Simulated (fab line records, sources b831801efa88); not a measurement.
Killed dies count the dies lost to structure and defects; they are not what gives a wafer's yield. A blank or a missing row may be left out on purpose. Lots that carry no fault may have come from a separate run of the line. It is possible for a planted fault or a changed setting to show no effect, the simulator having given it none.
A lot that was struck, set against a sound lot + flow sky130 + 17 out of 708 route steps
Sound: the wafers L872.3, L872.4, L872.6. Struck: wafers L880.1, L880.2 (left out: L880.6, a lot-mate that was not struck); the cause follows at the end.
Order at every step that has rows: each side's tool, ch and its chambers, its first start. Under that, the readings that differ: sound wafers + struck wafers + difference of the means + sigmas: that difference in standard deviations of wafers without a fault.
alike: same words and numbers on both sides, and readings whose means sit less than 2 such deviations apart. not compared: any withheld reading, any reading some wafer has no value for, any bound like >300 that may hide the same value, and any number with overlapping values for which the record gives no deviation.
The two part at a step that has a row with sigmas, a row that says differs or no value, or rows on one side only. Numbers that don't overlap but have no deviation are shown without sigmas and don't part them. Lack of a reading on every wafer of one side parts them only where that side has two or more wafers.

first, 2 steps without rows for these wafers: SKY_NWELL_IMPLANT_12; SKY_NWELL_IMPLANT_13.
SKY_NWELL_STRIP_14: strips in O2/N2.
  sound on plasma-asher-03 ch 0,1, day 5 10:32; struck on plasma-asher-03 ch 0,1, day 8 03:41
| reading                | sound | struck | difference                   | sigmas |
|------------------------|-------|--------|------------------------------|--------|
| rf-hours-counter-h (h) | - - - | 35 35  | no value on the sound wafers |        |
  alike: drypump-motor-current-A, oes-product-au, strip-time-to-endpoint-s
SKY_NWELL_TW_MEAS_15:
  sound: film-metro-02 at day 5 10:38; struck: film-metro-02 at day 8 03:47
  alike: NWELL_TW
then, 7 steps without rows for these wafers: SKY_NWELL_DEHYDRATE_16 (time 60 s); SKY_NWELL_HMDS_17 (prime time 60 s); SKY_NWELL_COAT_18 (resist thk 3000 nm); SKY_NWELL_SOFTBAKE_19; SKY_NWELL_EXPOSE_20 (exposes mask NWM COMPLEMENT, target cd 840 nm); SKY_NWELL_PEB_21; SKY_NWELL_DEVELOP_22 (develop time 60 s).
SKY_NWELL_OVL_MEAS_23:
  sound: overlay-01 at day 6 03:11; struck: overlay-02 at day 8 23:01
  alike: NWELL_01_OVL
SKY_NWELL_IMPLANT_24:
  sound on implanter-01 ch 0, day 6 03:16; struck on implanter-01 ch 0, day 8 23:02
  alike: end-station-pressure-torr
SKY_NWELL_STRIP_25: strips in O2/N2.
  sound on plasma-asher-03 ch 0,1, day 6 03:23; struck on plasma-asher-03 ch 0,1, day 8 23:11
| reading                | sound | struck | difference                   | sigmas |
|------------------------|-------|--------|------------------------------|--------|
| rf-hours-counter-h (h) | - - - | 37 37  | no value on the sound wafers |        |
  alike: drypump-motor-current-A, oes-product-au, strip-time-to-endpoint-s
SKY_NWELL_TW_MEAS_26:
  sound: film-metro-02 at day 6 03:29; struck: film-metro-01 at day 8 23:17
| reading    | sound       | struck  | difference | sigmas |
|------------|-------------|---------|------------|--------|
| NWELL_2_TW | 499 500 498 | 459 459 | -40        | -12    |
then, 1 step without rows for these wafers: SKY_NWELL_CLEAN_27 (cleans in SC1/SC2, time 150 s).
-- the record jumps here: 40 days lie between the struck wafers' starts before and after (it left off in module NWELL and takes up again in module PAD_OPEN, whose first step shown is number 708 of the route) --
SKY_PAD_OPEN_PROBE_99:
  sound: prober-01 at day 46 11:05; struck: prober-01 at day 49 04:40
| reading                                                    | sound                         | struck              | difference | sigmas |
|------------------------------------------------------------|-------------------------------|---------------------|------------|--------|
| model.etest.pfet_16v.r-on-ohm-um                           | 1.569e+04 1.522e+04 1.515e+04 | 1.822e+04 1.805e+04 | +2.782e+03 |        |
| model.etest.res-iso-pwell.rs-ohm-sq                        | 3500 3297 3270                | 4072 4053           | +707       |        |
| model.etest.res-pwell-under-gate.rs-ohm-sq                 | 2266 2268 2283                | 2954 2966           | +688       |        |
| model.etest.res-pwell-under-gate.rs-ohm-sq-range           | 57.19 77.16 48.56             | 694.1 711.5         | +641.8     |        |
| model.etest.res-iso-pwell.line-ohm-um                      | 1322 1254 1221                | 1543 1534           | +273       |        |
| model.etest.res-pwell-under-gate.rs-ohm-sq-rim-less-centre | 20.7 5.455 -19.5              | -336 -347.2         | -344       |        |
| model.etest.pfet_16v.drive-ua-um                           | 243.6 248.4 248               | 198.8 199.4         | -47.6      |        |
| model.etest.tip_n_5v.rs-ohm-sq                             | 1384 1379 1384                | 1325 1318           | -61        |        |
  alike: killed_at_M0_to_M3, killed_at_M4_up, killed-at-contacts, killed-at-front-end, killed-at-other, killed-dies, killed-open, killed-short

== WHERE THEY PART ==
At SKY_NWELL_STRIP_14 first; at SKY_NWELL_TW_MEAS_26 last (within this record only). Later steps at which nothing parts them and some readings are alike: SKY_PAD_OPEN_PROBE_99.

WHY: what the simulator had put in
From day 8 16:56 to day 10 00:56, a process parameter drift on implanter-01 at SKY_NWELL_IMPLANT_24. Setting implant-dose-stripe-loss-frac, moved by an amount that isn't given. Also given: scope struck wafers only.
